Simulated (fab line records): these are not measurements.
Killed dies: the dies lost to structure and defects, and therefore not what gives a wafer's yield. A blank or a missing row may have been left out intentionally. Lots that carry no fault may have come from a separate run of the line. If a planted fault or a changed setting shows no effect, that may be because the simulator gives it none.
Comparing a struck lot with a sound one :: flow sky130 :: 15 steps out of a route of 708
Sound: wafers L497.2, L497.3, L497.6. Struck: wafers L501.2, L501.6 (left out: L501.1, a lot-mate that was not struck); the cause follows at the end.
Each step with rows lists, per side, the tool, then ch with its chambers, then its first start. Under that, the readings that differ: sound wafers :: struck wafers :: difference of the means :: sigmas: that difference in standard deviations of wafers without a fault.
alike: same words and numbers on both sides, and readings whose means sit less than 2 such deviations apart. not compared: any withheld reading, any reading some wafer has no value for, any bound like >300 that may hide the same value, and any number with overlapping values for which the record gives no deviation.
Wherever a step has rows on one side only, a row that says differs or no value, or a row with sigmas, the two part there. Numbers that have no deviation but don't overlap get no sigmas and don't part them. A reading that every wafer of one side lacks parts them only if that side has two wafers or more.

first, 7 steps without rows for these wafers: SKY_METAL3_HMDS_06 (prime time 60 s); SKY_METAL3_COAT_07 (resist thk 60 nm); SKY_METAL3_COAT_08 (resist thk 1140 nm); SKY_METAL3_SOFTBAKE_09 (time 90 s); SKY_METAL3_EXPOSE_10 (exposes mask MM3, target cd 300 nm); SKY_METAL3_PEB_11; SKY_METAL3_DEVELOP_12 (develop time 60 s).
SKY_METAL3_CD_MEAS_13: the cd target is 300 nm.
  sound: cd sem-01 at day 41 07:15; struck: cd sem-01 at day 43 09:04
  alike: cd nm
SKY_METAL3_OVL_MEAS_14:
  sound: overlay-02 at day 41 07:22; struck: overlay-02 at day 43 09:11
  alike: METAL3_OVL
SKY_METAL3_DESCUM_15: chemistry O2, time 8 s.
  sound on rie metal-01 ch 0,1, day 41 07:23; struck on rie metal-01 ch 0,1, day 43 09:14
  alike: drypump motor current A, oes product au
  not compared: rf hours counter h
SKY_METAL3_ETCH_16: etches BARC in N2/H2, stops on SiO2, time 88.2 s, target depth 60 nm.
  sound on rie metal-01 ch 0,1, day 41 07:25; struck on rie metal-01 ch 0,1, day 43 09:16
  alike: drypump motor current A, oes product au, throttle valve pct
  not compared: rf hours counter h
SKY_METAL3_ETCH_17: etches SiO2 in C4F8/O2/Ar, stops on TiN, time 3.9 s, target depth 15 nm.
  sound on rie diel-01 ch 0,2,3, day 41 07:31; struck on rie diel-04 ch 0, day 43 09:22
  alike: oes product au
  not compared: rf hours counter h
SKY_METAL3_METAL_ETCH_18: etches the open film in Cl2/BCl3, stops on SiO2, target depth 845 nm, time 183.1 s.
  sound on rie metal-03 ch 0,1, day 41 07:32; struck on rie metal-03 ch 0, day 43 09:23
reading: over etch frac
sound: 0.3 0.3 0.3
struck: 0.25498 0.25498
difference: -0.04502
sigmas: 

reading: throttle valve pct (%)
sound: 22.252 22.272 22.239
struck: 22.277 22.273
difference: +0.021
sigmas: +2

reading: model.KrF-thick_of_METAL3_COAT_08.thk nm (nm)
sound: 534.9 519.5 532.1
struck: 544.5 539
difference: +12.9
sigmas: 
  alike: drypump motor current A, oes product au
  not compared: rf hours counter h
SKY_METAL3_STRIP_19: strips in O2/N2.
  sound on plasma asher-04 ch 0,1, day 41 07:43; struck on plasma asher-04 ch 0, day 43 09:33
  alike: drypump motor current A, oes product au, strip time to endpoint s
  not compared: rf hours counter h
-- the record jumps here: 6 days lie between the struck wafers' starts before and after (it left off in module METAL3 and takes up again in module PAD_OPEN, whose first step shown is number 708 of the route) --
SKY_PAD_OPEN_PROBE_99:
  sound: prober-01 at day 48 01:32; struck: prober-01 at day 49 19:38
  alike: defect limited yield, killed_at_M0_to_M3, killed_at_M4_up, killed at contacts, killed at front end, killed at other, killed dies, killed open, killed short, sort_bin_3_pad_short, sort_bin_5_function, sort_bin_6_memory, sort n pass, sort yield pct

## WHERE THEY PART
Only at SKY_METAL3_METAL_ETCH_18, as far as this record shows. Later steps at which nothing parts them and some readings are alike: SKY_METAL3_STRIP_19, SKY_PAD_OPEN_PROBE_99.

WHY: what the simulator had put in
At SKY_METAL3_METAL_ETCH_18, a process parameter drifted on rie metal-03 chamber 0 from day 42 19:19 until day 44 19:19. Setting over etch frac, moved by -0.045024, from 0.3. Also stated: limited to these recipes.
